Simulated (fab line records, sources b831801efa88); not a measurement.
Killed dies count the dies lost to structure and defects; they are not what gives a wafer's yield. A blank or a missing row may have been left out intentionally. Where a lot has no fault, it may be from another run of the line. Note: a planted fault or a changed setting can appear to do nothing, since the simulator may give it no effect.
A single fault, viewed from 2 desks + flow sky130 + numbers are kept per desk, each desk with only its own; the story behind them comes last

DESK OF THE TOOL OWNER: litho-track-02
The tool's own readings at SKY_FIELD_ISO_COAT_08 (resist thk 450 nm): means of the sampled wafers that have a number, for each lot that ran on this tool. The brackets show how far a lot's mean lies from the usual mean; more than 4 standard deviations puts the lot out of limits, marked OUT.
Columns: A = chill-plate-temp-C at SKY_FIELD_ISO_COAT_08, usual 22.99 C; B = exhaust-pa at SKY_FIELD_ISO_COAT_08, usual 45.1 Pa
| lot  | first seen here | A     | B    |
|------|-----------------|-------|------|
| L802 | day 2 10:00     | 22.91 | 45.8 |
| L806 | day 3 07:00     | 23.05 | 45.8 |
| L808 | day 3 14:00     | 22.85 | 44.5 |
| L810 | day 3 23:00     | 23.06 | 45.1 |
| L811 | day 4 04:00     | 23.11 | 44.1 |
Result from this desk: across the 5 lots, nothing is out of limits.

AT THE METROLOGY DESK
Lot by lot, what the gauges showed, no matter which tool ran the lot: averages of those sampled wafers that carry a number. The brackets show how far a lot's mean lies from the usual mean; more than 4 standard deviations puts the lot out of limits, marked OUT.
Columns: A = PWDE_TW at SKY_PWDE_TW_MEAS_10, usual 375.8; B = VT_ADJUST_LVTN_TW at SKY_VT_ADJUST_LVTN_TW_MEAS_10, usual 243.8
| lot  | first seen here | A     | B     |
|------|-----------------|-------|-------|
| L800 | day 4 02:27     | 375.6 | 245.3 |
| L801 | day 4 07:04     | 373.2 | 245.0 |
| L802 | day 4 10:46     | 374.0 | 244.6 |
| L806 | day 5 11:07     | 370.5 | 244.3 |
| L808 | day 5 19:38     | 378.0 | 242.3 |
| L809 | day 6 00:07     | 376.5 | 242.7 |
| L810 | day 6 04:41     | 374.0 | 242.5 |
| L811 | day 6 08:40     | 375.9 | 243.2 |
| L820 | day 8 18:25     | 376.6 | 243.8 |
| L821 | day 9 08:29     | 375.1 | 244.7 |
| L822 | day 9 10:41     | 375.6 | 244.3 |
Result from this desk: across the 11 lots, nothing is out of limits.

PUT TOGETHER
The tool owner's desk saw nothing out of limits.
At the metrology desk, nothing out of limits was observed.

WHAT THE SIMULATOR PUT IN
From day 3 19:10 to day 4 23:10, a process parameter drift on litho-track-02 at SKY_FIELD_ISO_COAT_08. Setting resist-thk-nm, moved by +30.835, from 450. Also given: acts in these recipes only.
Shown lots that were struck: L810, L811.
